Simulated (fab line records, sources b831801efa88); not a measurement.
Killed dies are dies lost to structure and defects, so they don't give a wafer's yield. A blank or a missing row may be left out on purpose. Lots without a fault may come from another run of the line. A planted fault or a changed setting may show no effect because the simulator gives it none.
A struck lot beside a sound one | flow sky130 | 16 steps out of a route of 708
Sound: wafers L420.2, L420.4, L420.6. Struck: wafers L429.3, L429.4, L429.6. The cause comes at the end.
At each step with rows: each side's tool, then ch and its chambers, then its first start. Under that, the readings that differ: sound wafers | struck wafers | difference of the means | sigmas: that difference in standard deviations of wafers without a fault.
alike: readings whose means differ by less than 2 such deviations, and words and numbers that are the same on both sides. not compared: withheld readings, readings that some wafer has no value for, bounds like >300 that may hide the same value, and numbers for which the record gives no deviation and whose values overlap.
The two part at a step that has a row with sigmas, a row that says differs or no value, or rows on one side only. Numbers that don't overlap but have no deviation are shown without sigmas and don't part them. A reading that every wafer of one side lacks parts them only if that side has two wafers or more.

first, 3 steps without rows for these wafers: SKY_METAL1_EXPOSE_12 (exposes mask MM1, target cd 140 nm); SKY_METAL1_PEB_13; SKY_METAL1_DEVELOP_14 (develop time 60 s).
SKY_METAL1_CD_MEAS_15: target cd 140 nm.
  sound on cd_sem-01, day 37 02:08; struck on cd_sem-02, day 39 13:34
  alike: cd_nm
SKY_METAL1_OVL_MEAS_16:
  sound on overlay-01, day 37 02:14; struck on overlay-02, day 39 13:39
  alike: METAL1_OVL
SKY_METAL1_DESCUM_17: chemistry O2, time 8 s.
  sound on rie_metal-03 ch 0,1, day 37 02:16; struck on rie_metal-04 ch 0,1, day 39 13:41
  alike: drypump_motor_current_A, oes_product_au
  not compared: rf_hours_counter_h
SKY_METAL1_ETCH_18: etches BARC in N2/H2, stops on SiO2, time 45.9 s, target depth 60 nm.
  sound on rie_metal-03 ch 0,1, day 37 02:18; struck on rie_metal-04 ch 0,1, day 39 13:44
  alike: bias_w, drypump_motor_current_A, oes_product_au, throttle_valve_pct
  not compared: rf_hours_counter_h
SKY_METAL1_METAL_ETCH_19: etches the open film in Cl2/BCl3, stops on SiO2, target depth 360 nm, time 78 s.
  sound on rie_metal-03 ch 0,1, day 37 02:22; struck on rie_metal-04 ch 0,1, day 39 13:48
  alike: bias_w, drypump_motor_current_A, oes_product_au, throttle_valve_pct
  not compared: rf_hours_counter_h
SKY_METAL1_STRIP_20: strips in O2/N2.
  sound on plasma_asher-02 ch 0,1, day 37 02:28; struck on plasma_asher-02 ch 0,1, day 39 13:53
  alike: drypump_motor_current_A, oes_product_au, strip_time_to_endpoint_s
  not compared: rf_hours_counter_h
then, 3 steps without rows for these wafers: SKY_METAL1_STRIP_21 (strips in post etch residue remover, time 1200 s); SKY_METAL1_CLEAN_22 (cleans in IPA, time 180 s); SKY_METAL1_CLEAN_23 (cleans in O3/DIW).
SKY_VIA1_HDPCVD_00: deposits SiO2, target thk 1030 nm, time 171.7 s.
  sound on hdpcvd-01 ch 0,2, day 37 03:03; struck on hdpcvd-01 ch 1,2, day 39 14:29
  reading                                  | sound          | struck         | difference | sigmas
  model.SiO2_of_VIA1_HDPCVD_00.thk_nm (nm) | 1019 1018 1027 | 1514 1516 1504 | +490       |
  alike: susceptor_temp_C
SKY_VIA1_THK_MEAS_01:
  sound on film_metro-04, day 37 03:10; struck on film_metro-04, day 39 14:37
  reading              | sound          | struck         | difference | sigmas
  VIA1_HDPCVD_THK (nm) | 1019 1017 1027 | 1514 1516 1505 | +491       | +45
SKY_VIA1_CMP_02: polishes SiO2.
  sound on cmp-01 ch 1,2, day 37 03:13; struck on cmp-01 ch 0,1, day 39 14:50
  alike: motor_current_A
then, 1 step without rows for these wafers: SKY_PAD_OPEN_PROBE_99.

WHERE THEY PART
Only at SKY_VIA1_THK_MEAS_01, within this record. Later steps at which nothing parts them and some readings are alike: SKY_VIA1_CMP_02.

WHY: what the simulator had put in
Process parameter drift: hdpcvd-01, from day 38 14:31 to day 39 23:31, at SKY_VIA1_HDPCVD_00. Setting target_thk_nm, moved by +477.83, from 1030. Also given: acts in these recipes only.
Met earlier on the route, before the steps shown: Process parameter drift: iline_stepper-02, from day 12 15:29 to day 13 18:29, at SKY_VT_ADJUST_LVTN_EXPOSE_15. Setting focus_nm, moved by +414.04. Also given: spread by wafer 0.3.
